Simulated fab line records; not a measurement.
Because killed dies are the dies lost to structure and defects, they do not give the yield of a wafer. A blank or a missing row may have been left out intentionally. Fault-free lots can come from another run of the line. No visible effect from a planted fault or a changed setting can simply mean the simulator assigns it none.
fab line records	flow sky130
[record] lots = 12	wafers = 36	lastDay = 52
route steps=708 shown SPACER@304 VIA4@651 METAL5@676 PAD_OPEN@702
lots untouched by any fault: they come from a run of this same line in which no faults occurred
startH: the number of hours between the record's first day and the start of the first shown wafer of the lot	waitH: hours from the lot's prior step to this one	" identical to the entry in the row above	L1.1+2: one row covering several wafers at once	- no value present, or no start provided	* or withheld: withheld	< > ~ a bound
route shown NAME@n: names a module that has steps shown in the file, with the first one's number in the route	usual: mean/standard deviation of fault-free wafers	same: alike in all rows	chamber/n: place in a boat	sites: the reading at each site	_std_site: standard deviation of those values	_edge_site: inner sites' mean taken away from outer sites' mean	radiusMm: for every site, how far away it sits from the centre of the wafer	mask NAME#n: copy n	behind: the most recent tool/chamber to have shaped the wafer	hold: the reason the lot was held/the length of the hold in hours/how it ended	device: the n, p or np transistor that did not switch	end of line: at the end of the route, the tests of the same wafers	for a step that has no rows: nothing shown but its recipe	killed: dies lost to structure and defects at the first sort, not the wafer's yield	map: the dies of a wafer, with x for killed, . for not killed, _ for no die there
set.NAME: setting as actually run; set.NAME@STEP: the setting as run at that earlier step	model.NAME: the simulator's own value behind a step, which no gauge read
route steps across a sampled set of lots; one table per step, one row per wafer
services: the hour from which a tool's chamber was out of use, counted from the record's first day as startH (under 0 if before that day), plus the number of hours and why
[[steps]]
[step SKY_SPACER_CVD_00]
[recipe] material = Si3N4	precursor = DCS/NH3	targetThkNm = 43.1	tempC = 770	timeS = 740	pressureMtorr = 250
[usual] pressureMtorr = 249.9/0.54	zonePowerLowerPct = 12.2/1.1
[same] timeS = 740
lot.wafer	tool	chamber	startH	waitH	pressureMtorr	zonePowerLowerPct
L768.1	lpcvd-02	1	471.16	14.8	248.9	11.2
L768.2	"	1	"	"	249.3	11.1
L768.3	"	1	"	"	249.0	11.2
L771.1	lpcvd-02	0	476.58	0.0	250.9	13.2
L771.3	"	0	"	"	250.1	13.2
L771.4	"	0	"	"	250.2	13.3
L772.2	lpcvd-02	0	489.91	0.0	249.9	13.5
L772.4	"	0	"	"	249.0	13.2
L772.5	"	0	"	"	249.5	13.2
L780.2	lpcvd-02	0	546.43	0.0	249.2	13.2
L780.4	"	0	"	"	250.3	13.4
L780.5	"	0	"	"	250.2	13.5
L783.1	lpcvd-02	1	565.68	0.0	250.2	11.2
L783.2	"	1	"	"	249.7	10.9
L783.5	"	1	"	"	250.2	10.9
L784.1	lpcvd-02	0	580.70	0.0	250.7	13.1
L784.5	"	0	"	"	250.7	13.0
L784.6	"	0	"	"	250.8	13.2
L785.1	lpcvd-02	0	589.83	0.0	249.8	13.3
L785.3	"	0	"	"	250.1	13.3
L785.6	"	0	"	"	250.5	13.1
L788.2	lpcvd-02	0	787.23	0.0	250.6	13.2
L788.3	"	0	"	"	250.9	13.3
L788.4	"	0	"	"	250.2	13.2
L786.2	lpcvd-02	0	791.15	0.4	249.8	13.2
L786.4	"	0	"	"	249.7	13.3
L786.6	"	0	"	"	249.3	13.4
L787.2	lpcvd-02	1	793.72	1.2	249.4	10.9
L787.4	"	1	"	"	249.0	11.0
L787.6	"	1	"	"	249.1	10.9
L790.2	lpcvd-02	1	794.93	0.8	248.8	11.1
L790.4	"	1	"	"	250.0	11.1
L790.6	"	1	"	"	250.0	10.9
L791.2	lpcvd-02	1	796.14	1.1	249.5	11.0
L791.3	"	1	"	"	250.3	11.1
L791.5	"	1	"	"	249.7	11.0
[step SKY_VIA4_ETCH_12]
[recipe] target = SiO2	chemistry = C4F8/O2/Ar	stopOn = TiN	maskMaterial = NOVOLAK	sourceW = 1500	biasW = 1200	pressureMtorr = 40	c4f8FlowSccm = withheld	O2_flow_sccm = 6	Ar_flow_sccm = 300	timeS = withheld	targetDepthA = 5800
[usual] oesProductAu = 0.926/0.0043
lot.wafer	tool	chamber	startH	waitH	oesProductAu
L768.1	rieDiel-02	0	963.12	0.0	0.917
L768.2	"	2	"	"	0.930
L768.3	"	1	"	"	0.929
L771.1	rieDiel-02	0	966.62	0.0	0.925
L771.3	"	3	"	"	0.922
L771.4	"	1	"	"	0.923
L772.2	rieDiel-02	2	977.27	0.0	0.920
L772.4	"	0	"	"	0.926
L772.5	"	3	"	"	0.926
L780.2	rieDiel-02	0	1024.42	0.0	0.922
L780.4	"	1	"	"	0.927
L780.5	"	1	"	"	0.923
L783.1	rieDiel-03	2	1041.43	0.0	0.927
L783.2	"	3	"	"	0.933
L783.5	"	0	"	"	0.922
L784.1	rieDiel-03	0	1051.77	0.0	0.926
L784.5	"	2	"	"	0.931
L784.6	"	1	"	"	0.926
L785.1	rieDiel-03	2	1056.73	0.0	0.925
L785.3	"	1	"	"	0.927
L785.6	"	2	"	"	0.919
L788.2	rieDiel-03	1	1184.10	0.0	0.926
L788.3	"	3	"	"	0.928
L788.4	"	0	"	"	0.919
L786.2	rieDiel-04	3	1186.05	0.0	0.924
L786.4	"	1	"	"	0.923
L786.6	"	1	"	"	0.924
L787.2	rieDiel-03	0	1186.57	0.0	0.931
L787.4	"	1	"	"	0.928
L787.6	"	3	"	"	0.924
L790.2	rieDiel-02	1	1187.33	0.0	0.925
L790.4	"	2	"	"	0.929
L790.6	"	1	"	"	0.920
L791.2	rieDiel-02	3	1188.07	0.0	0.926
L791.3	"	0	"	"	0.924
L791.5	"	3	"	"	0.925
[step SKY_METAL5_METAL_ETCH_15]
[recipe] targetDepthA = 12600	stopOn = SiO2	overEtchFrac = 0.2	timeS = 252	chemistry = Cl2/BCl3	resistSidewallDeg = 86	pressureMtorr = 10	icpW = 900	biasW = 48.5	Cl2_flow_sccm = 60	bcl3FlowSccm = 30
[usual] drypumpMotorCurrentA = 5.8/0.47	oesProductAu = 0.894/0.0054	throttleValvePct = 22.263/0.0087
[same] timeS = 252
lot.wafer	tool	chamber	startH	waitH	drypumpMotorCurrentA	oesProductAu	rfHoursCounterH	throttleValvePct
L768.1	rieMetal-01	1	990.90	0.0	5.3	0.898	22	22.268
L768.2	"	0	"	"	5.6	0.892	19	22.260
L768.3	"	1	"	"	5.3	0.885	-	22.265
L771.1	rieMetal-02	0	993.90	0.0	6.5	0.893	15	22.261
L771.3	"	1	"	"	6.2	0.898	-	22.257
L771.4	"	0	"	"	6.5	0.893	-	22.267
L772.2	rieMetal-02	1	1003.65	0.0	6.2	0.889	17	22.258
L772.4	"	1	"	"	6.2	0.904	-	22.281
L772.5	"	0	"	"	6.4	0.885	-	22.264
L780.2	rieMetal-01	0	1048.06	0.1	5.7	0.893	-	22.260
L780.4	"	0	"	"	5.7	0.890	-	22.258
L780.5	"	0	"	"	5.7	0.897	-	22.255
L783.1	rieMetal-02	0	1063.10	0.0	6.5	0.895	18	22.271
L783.2	"	1	"	"	6.1	0.900	20	22.266
L783.5	"	1	"	"	6.1	0.894	-	22.254
L784.1	rieMetal-03	0	1073.34	0.0	5.1	0.902	21	22.258
L784.5	"	1	"	"	5.6	0.895	-	22.259
L784.6	"	0	"	"	5.1	0.897	-	22.278
L785.1	rieMetal-02	0	1078.04	0.0	6.5	0.892	19	22.256
L785.3	"	1	"	"	6.2	0.887	-	22.262
L785.6	"	0	"	"	6.5	0.901	-	22.258
L788.2	rieMetal-01	1	1203.24	0.0	5.3	0.898	15	22.276
L788.3	"	0	"	"	5.6	0.892	-	22.269
L788.4	"	1	"	"	5.3	0.896	-	22.281
L786.2	rieMetal-03	1	1204.84	0.0	5.6	0.895	22	22.256
L786.4	"	1	"	"	5.6	0.900	-	22.261
L786.6	"	1	"	"	5.6	0.888	-	22.278
L787.2	rieMetal-01	1	1205.65	0.0	5.3	0.895	16	22.256
L787.4	"	1	"	"	5.3	0.894	-	22.264
L787.6	"	0	"	"	5.6	0.903	-	22.269
L790.2	rieMetal-03	0	1206.65	0.0	5.1	0.903	32	22.259
L790.4	"	0	"	"	5.1	0.885	-	22.274
L790.6	"	0	"	"	5.1	0.887	-	22.253
L791.2	rieMetal-03	1	1207.47	0.0	5.6	0.891	22	22.278
L791.3	"	0	"	"	5.1	0.896	-	22.262
L791.5	"	1	"	"	5.6	0.901	-	22.257
[step SKY_PAD_OPEN_STRIP_08]
[recipe] chemistry = O2/N2	powerW = 1400	pressureMtorr = 1500	platenTempC = withheld	overashFraction = 0.7	o2FlowSccm = 3000	n2FlowSccm = 300
[usual] drypumpMotorCurrentA = 5.7/0.32	oesProductAu = 0.663/0.0045	stripTimeToEndpointS = 37.04/0.13
lot.wafer	tool	chamber	startH	waitH	drypumpMotorCurrentA	oesProductAu	rfHoursCounterH	stripTimeToEndpointS
L768.1	plasmaAsher-01	0	1038.31	0.1	5.2	0.664	85	37.03
L768.2	"	1	"	"	6.0	0.664	85	37.14
L768.3	"	0	"	"	5.3	0.664	-	37.17
L771.1	plasmaAsher-01	0	1040.66	0.1	5.2	0.667	86	36.99
L771.3	"	0	"	"	5.3	0.666	-	36.99
L771.4	"	1	"	"	6.1	0.662	-	36.94
L772.2	plasmaAsher-04	1	1048.86	0.1	5.9	0.658	30	37.09
L772.4	"	0	"	"	5.6	0.671	-	37.09
L772.5	"	0	"	"	5.6	0.663	-	36.98
L780.2	plasmaAsher-04	0	1088.09	0.1	5.6	0.669	35	37.04
L780.4	"	0	"	"	5.6	0.659	-	37.01
L780.5	"	1	"	"	5.9	0.660	-	37.10
L783.1	plasmaAsher-04	0	1101.64	0.1	5.6	0.663	37	37.11
L783.2	"	1	"	"	5.9	0.663	37	37.09
L783.5	"	0	"	"	5.6	0.671	-	37.20
L784.1	plasmaAsher-04	0	1111.21	0.1	5.6	0.661	38	36.89
L784.5	"	0	"	"	5.6	0.660	-	36.90
L784.6	"	1	"	"	5.9	0.655	-	36.88
L785.1	plasmaAsher-04	0	1114.49	0.1	5.6	0.659	39	36.93
L785.3	"	0	"	"	5.6	0.660	-	36.88
L785.6	"	1	"	"	5.9	0.667	-	36.93
L788.2	plasmaAsher-03	0	1236.61	0.1	5.9	0.665	13	37.11
L788.3	"	0	"	"	5.8	0.665	-	37.13
L788.4	"	1	"	"	6.1	0.664	-	37.18
L786.2	plasmaAsher-01	1	1238.40	0.1	6.0	0.664	103	37.23
L786.4	"	1	"	"	6.0	0.659	-	37.20
L786.6	"	0	"	"	5.3	0.659	-	37.24
L787.2	plasmaAsher-04	1	1238.85	0.1	5.9	0.668	51	36.96
L787.4	"	0	"	"	5.6	0.664	-	37.02
L787.6	"	1	"	"	5.9	0.669	-	36.99
L790.2	plasmaAsher-03	1	1239.20	0.1	6.2	0.663	14	36.83
L790.4	"	0	"	"	5.8	0.668	-	36.90
L790.6	"	1	"	"	6.1	0.659	-	36.87
L791.2	plasmaAsher-03	1	1240.41	0.1	6.2	0.663	14	37.42
L791.3	"	0	"	"	5.8	0.663	-	37.36
L791.5	"	1	"	"	6.2	0.659	-	37.45
[step SKY_PAD_OPEN_PROBE_99]
[usual] killed_at_M0_to_M3 = 43/7	killed_at_M4_up = 2.7/1.6	killedAtContacts = 24/5.3	killedAtFrontEnd = 16/4.6	killedAtOther = 0.3/0.53	killedDies = 86/9.3	killedOpen = 47/6.9	killedShort = 38/6.1
[same] grossDies = 492	killedAtBackSide = 0
lot.wafer	tool	chamber	startH	waitH	killed_at_M0_to_M3	killed_at_M4_up	killedAtContacts	killedAtFrontEnd	killedAtOther	killedDies	killedOpen	killedShort
L771.1	prober-02	-	1042.92	0.1	51	0	19	43	1	114	41	41
L771.3	prober-02	-	1043.02	0.2	50	5	21	36	0	112	43	41
L771.4	prober-02	-	1043.07	0.2	34	4	26	38	0	102	38	35
L772.2	prober-01	-	1051.13	0.1	43	5	22	39	1	110	47	35
L772.4	prober-01	-	1051.23	0.2	50	2	26	42	1	121	46	44
L772.5	prober-01	-	1051.28	0.2	44	2	19	53	0	118	44	43
// killed by level:class
L771.1 SPACER:unspecified=32 VIA3:geometricParticle:open=12 VIA1:geometricParticle:open=8 CONTACT:geometricParticle:short=6 METAL1:geometricParticle:short=6 VIA1:geometricParticle:short=6 LI_CONTACT:geometricParticle:open=5 CONTACT:geometricParticle:open=5
L771.3 SPACER:unspecified=26 VIA1:geometricParticle:open=16 VIA1:geometricParticle:short=8 CONTACT:geometricParticle:open=7 VIA3:geometricParticle:open=7 FIELD_ISO:geometricParticle:short=6 LOCAL_INTERCONNECT:geometricParticle:short=4 CONTACT:geometricParticle:short=4
L771.4 SPACER:unspecified=29 VIA3:geometricParticle:open=9 LI_CONTACT:geometricParticle:short=8 VIA1:geometricParticle:open=8 CONTACT:geometricParticle:open=7 METAL1:geometricParticle:short=6 VIA1:geometricParticle:short=5 LI_CONTACT:geometricParticle:open=4
L772.2 SPACER:unspecified=27 VIA1:geometricParticle:open=11 VIA3:geometricParticle:short=7 LI_CONTACT:geometricParticle:open=6 CONTACT:geometricParticle:open=6 METAL2:geometricParticle:short=5 VIA3:geometricParticle:open=5 POLY_GATE:geometricParticle:open=4
L772.4 SPACER:unspecified=31 VIA1:geometricParticle:open=13 CONTACT:geometricParticle:open=10 METAL2:geometricParticle:short=7 LOCAL_INTERCONNECT:geometricParticle:short=6 VIA1:geometricParticle:short=5 VIA3:geometricParticle:open=5 VIA3:geometricParticle:short=4
L772.5 SPACER:unspecified=31 VIA1:geometricParticle:open=11 METAL2:geometricParticle:short=7 POLY_GATE:geometricParticle:open=6 LI_CONTACT:geometricParticle:open=6 FIELD_ISO:geometricParticle:short=5 POLY_GATE:geometricParticle:short=5 CONTACT:geometricParticle:open=5
[[services]]
tool	chamber	startH	hours	kind
rieDiel-03	-	482.93	0.2	repair
rieDiel-02	0	489.55	4.7	repair
rieDiel-02	3	493.92	3.6	repair
rieDiel-03	3	543.43	6.2	repair
rieDiel-02	2	551.09	3.6	repair
rieDiel-02	1	563.42	1.5	repair
rieDiel-02	-	578.38	2.8	pm
rieDiel-03	3	593.59	24.5	repair
rieDiel-03	1	603.63	24.0	repair
rieDiel-02	-	693.98	0.3	repair
rieDiel-02	2	706.00	7.6	repair
plasmaAsher-04	-	733.75	9.0	pm
rieDiel-02	1	742.57	5.3	repair
rieDiel-02	1	770.07	4.7	repair
rieDiel-02	2	772.34	3.8	repair
plasmaAsher-04	-	892.34	11.9	repair
rieDiel-02	-	928.32	0.6	repair
plasmaAsher-04	-	931.85	0.4	repair
rieDiel-02	1	985.74	22.1	repair
plasmaAsher-04	-	1056.93	1.0	repair
plasmaAsher-04	-	1118.63	1.7	repair
rieDiel-02	-	1123.49	2.8	repair
rieDiel-02	0	1158.50	4.3	repair
rieDiel-02	1	1231.26	1.5	repair
[[key]]
[firstSign] step = SKY_PAD_OPEN_PROBE_99	reading = killedAtFrontEnd	direction = up	sigmas = 5.6	usual = 16	struck = 42
[effect] step = SKY_PAD_OPEN_PROBE_99	reading = killedDies	direction = up	sigmas = 2.9	usual = 86	struck = 113
metAt SKY_SPACER_CVD_00
struckLots L771,L772
struckWafers L771.1,L771.3,L771.4,L772.2,L772.4,L772.5
testerLeftOut L771,L772
notActingAt SKY_VIA4_ETCH_12,SKY_METAL5_METAL_ETCH_15,SKY_PAD_OPEN_STRIP_08
[fault] kind = chamberParticleSource	tool = lpcvd-02	chamber = 0	onsetH = 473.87	steps = SKY_SPACER_CVD_00	ratePerVisitCm2 = 0.3772	endH = 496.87
// testerLeftOut: of these lots the tester's yield and bins aren't shown, on N5 and GAA mostly nor the transistor test; their killed dies are dies lost to structure and defects alone, not to doping, threshold or leakage, so they don't give the yield
